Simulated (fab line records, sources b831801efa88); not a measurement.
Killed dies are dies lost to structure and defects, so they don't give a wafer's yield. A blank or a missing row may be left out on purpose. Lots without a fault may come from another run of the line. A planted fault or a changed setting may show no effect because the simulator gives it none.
Problem report in the 8D (eight disciplines) form, filled by code | flow sky130 | the parts of the form that need people (team, actions taken, sign-off) are left out

1. THE PROBLEM
beam_energy_keV at SKY_GATE_OXIDE_IMPLANT_11 reads a mean of 9.328 on 6 wafers of 2 lots; wafers without a fault read 10.000 with a standard deviation of 0.0031. That is -99 or more standard deviations from the usual mean.
First seen on wafer L641.2, day 16 07:21, on implanter-03. The record holds 18 wafers of 6 lots with a number at this step. Rule for "out", or "out of limits": more than 4 standard deviations from the usual mean. The other wafers with a number count as sound.

2. WHAT IT IS AND WHAT IT IS NOT
question                    | is                     | is not
which readings at this step | beam_energy_keV        | -
which lots                  | L641, L642             | L643, L649, L650, L657
which wafers of those lots  | all that have a number | -
read on which tools         | implanter-03           | implanter-01, implanter-04
when                        | from day 16 07:21      | up to then (0 sound wafers); but 12 sound wafers of L643, L649, L650, L657 came after

3. SUSPECTS, AND WHAT RULES EACH OUT
Counting: a tool at a process step up to the reading stays a suspect if it ran every lot that is out and no sound lot after the first of them.
- implanter-03 at SKY_GATE_OXIDE_IMPLANT_11: ruled out as a lasting fault. Sound lots L649 ran on it after its first lot that is out, L641 (day 16 07:21).
Left after counting: nothing in the record.

4. THE CAUSE (what the simulator had put in)
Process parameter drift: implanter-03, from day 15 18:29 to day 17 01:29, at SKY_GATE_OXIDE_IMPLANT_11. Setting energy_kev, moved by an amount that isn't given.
Counting ruled it out, wrongly.

5. THE CHAIN OF EFFECTS, in route order
Each row: a reading whose mean over the struck wafers that have a number lies more than 3 standard deviations from the usual. Only readings for which the record gives a usual standard deviation are gone through. hours: the time from each lot's start at the first step in this table that gives one to its start at this step, as a median over the lots. sigmas: the change in usual standard deviations.
hours | step                      | reading         | usual  | on struck wafers | change | sigmas
0     | SKY_GATE_OXIDE_IMPLANT_11 | beam_energy_keV | 10.000 | 9.328            | -0.672 | -99 or more
The process steps in it:
- SKY_GATE_OXIDE_IMPLANT_11

6. WHAT WOULD HAVE CAUGHT IT SOONER
In this record the first reading out of limits was taken at day 16 07:21, 13 hours after the fault began at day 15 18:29.
